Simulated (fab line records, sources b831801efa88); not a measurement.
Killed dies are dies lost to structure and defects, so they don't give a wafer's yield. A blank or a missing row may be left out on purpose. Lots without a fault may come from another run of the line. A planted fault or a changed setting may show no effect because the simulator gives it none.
Problem report in the 8D (eight disciplines) form, filled by code | flow sfq_line | the parts of the form that need people (team, actions taken, sign-off) are left out

1. THE PROBLEM
rf_fwd_power_W at SFQ_TRILAYER_I1_VIA_ETCH_VIA_ETCH_052 reads a mean of 419.1 W on 6 wafers of 2 lots; wafers without a fault read 498.2 W with a standard deviation of 1.6. That is -49 standard deviations from the usual mean.
The step: etches SiO2 in CHF3, stops on Nb, target depth 260 nm.
First seen on wafer L449.2, day 34 23:02, on rie_diel-02. The record holds 18 wafers of 6 lots with a number at this step. Rule for "out", or "out of limits": more than 4 standard deviations from the usual mean. The other wafers with a number count as sound.

2. WHAT IT IS AND WHAT IT IS NOT
question                    | is                     | is not
which readings at this step | rf_fwd_power_W         | bias_w, drypump_motor_current_A, oes_product_au
which lots                  | L449, L451             | L442, L458, L459, L464
which wafers of those lots  | all that have a number | -
read on which tools         | rie_diel-02            | rie_diel-01
when                        | from day 34 23:02      | up to then (3 sound wafers); but 9 sound wafers of L458, L459, L464 came after

3. SUSPECTS, AND WHAT RULES EACH OUT
Counting: a tool at a process step up to the reading stays a suspect if it ran every lot that is out and no sound lot after the first of them.
- rie_diel-02 at SFQ_TRILAYER_I1_VIA_BARC_OPEN_VIA_ETCH_071 (etches BARC in O2, target depth 125 nm, time 41.7 s): ruled out as a lasting fault. Sound lots L458, L459, L464 ran on it after its first lot that is out, L449 (day 34 23:00).
- rie_diel-02 at SFQ_TRILAYER_I1_VIA_ETCH_VIA_ETCH_052 (etches SiO2 in CHF3, stops on Nb, target depth 260 nm): ruled out as a lasting fault. Sound lots L458, L459, L464 ran on it after its first lot that is out, L449 (day 34 23:02).
Left after counting: nothing in the record.

4. THE CAUSE (what the simulator had put in)
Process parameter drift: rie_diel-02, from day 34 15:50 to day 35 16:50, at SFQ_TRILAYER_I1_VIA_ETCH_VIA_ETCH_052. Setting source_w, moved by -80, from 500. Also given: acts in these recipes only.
Counting ruled it out, wrongly.

5. THE CHAIN OF EFFECTS, in route order
Each row: a reading whose mean over the struck wafers that have a number lies more than 3 standard deviations from the usual. Only readings for which the record gives a usual standard deviation are gone through. hours: the time from each lot's start at the first step in this table that gives one to its start at this step, as a median over the lots. sigmas: the change in usual standard deviations.
hours | step                                  | reading        | usual   | on struck wafers | change | sigmas
0     | SFQ_TRILAYER_I1_VIA_ETCH_VIA_ETCH_052 | rf_fwd_power_W | 498.2 W | 419.1            | -79.1  | -49
The process steps in it:
- SFQ_TRILAYER_I1_VIA_ETCH_VIA_ETCH_052: etches SiO2 in CHF3, stops on Nb, target depth 260 nm.

6. WHAT WOULD HAVE CAUGHT IT SOONER
In this record the first reading out of limits was taken at day 34 23:02, 7 hours after the fault began at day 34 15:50.
